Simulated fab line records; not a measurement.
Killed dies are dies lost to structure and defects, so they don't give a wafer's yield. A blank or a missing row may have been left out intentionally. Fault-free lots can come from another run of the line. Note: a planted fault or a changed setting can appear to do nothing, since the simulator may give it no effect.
2 desks looking at one fault | flow gf180mcu | only its own numbers are on each desk; what lay behind them is given at the end

== FOR THE TOOL OWNER'S DESK: iline stepper-01 ==
The tool's own readings at GF_HV_LDD_EXPOSE_43 (exposes mask Pplus HV AREA, target cd 400 nm): means of the sampled wafers that have a number, for each lot that ran on this tool. Any lot whose mean is over 4 standard deviations away from the usual mean is out of limits and marked OUT; that distance is given in the brackets.
Columns: A = exposure dose mJ cm2 at GF_HV_LDD_EXPOSE_43, usual 139.99
lot  | first seen here | A
L650 | day 11 23:57    | 139.72
L652 | day 12 17:15    | 140.02
L654 | day 13 06:22    | 140.06
L657 | day 14 09:40    | 139.90
L659 | day 14 18:37    | 140.29
L665 | day 16 22:43    | 131.66 (-49) OUT
L667 | day 17 13:23    | 132.00 (-47) OUT
Finding of this desk: L665, L667 out of limits; the first was L665 at day 16 22:43, on exposure dose mJ cm2 at GF_HV_LDD_EXPOSE_43. In limits: L650, L652, L654, L657, L659.

== AT THE METROLOGY DESK ==
Lot by lot, what the gauges showed, no matter which tool ran the lot: averages of those sampled wafers that carry a number. Any lot whose mean is over 4 standard deviations away from the usual mean is out of limits and marked OUT; that distance is given in the brackets.
Columns: A = cd nm at GF_HV_LDD_CD_MEAS_46, usual 400.0 nm; B = NSD_OVL at GF_NSD_OVL_MEAS_08, usual 0.4 nm
lot  | first seen here | A                | B
L650 | day 12 09:24    | 399.3            | 1.1
L651 | day 12 14:40    | 403.0            | 0.4
L652 | day 13 02:55    | 398.9            | 0.2
L654 | day 13 16:06    | 401.1            | -2.7
L655 | day 14 01:48    | 402.2            | 0.7
L656 | day 14 04:01    | 400.1            | 0.8
L657 | day 14 19:41    | 395.8            | 3.3
L659 | day 15 05:25    | 399.8            | -1.5
L665 | day 17 09:31    | 385.0 (-6.2) OUT | -1.0
L667 | day 18 01:34    | 379.5 (-8.5) OUT | 2.6
L670 | day 19 03:38    | 401.0            | 0.4
L673 | day 20 10:01    | 395.7            | -0.7
Finding of this desk: L665, L667 out of limits; the first was L665 at day 17 09:31, on cd nm at GF_HV_LDD_CD_MEAS_46. In limits: L650, L651, L652, L654, L655, L656, L657, L659, L670, L673.

== PUT TOGETHER ==
An alarm could have come from the tool owner's desk at day 16 22:43, on L665, L667.
On L665, L667, the metrology desk was in a position to raise an alarm at day 17 09:31.
All the named lots went through GF_HV_LDD_EXPOSE_43 on iline stepper-01.

== WHAT HAD BEEN PUT IN BY THE SIMULATOR ==
Process parameter drift: iline stepper-01, from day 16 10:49 on, at GF_HV_LDD_EXPOSE_43. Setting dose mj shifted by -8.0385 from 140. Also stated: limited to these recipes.
Lots struck among those shown: L665, L667.
Delay (hours) between the fault's onset and each desk's first out-of-limits reading: 12 at the tool owner's desk, 23 at the metrology desk.
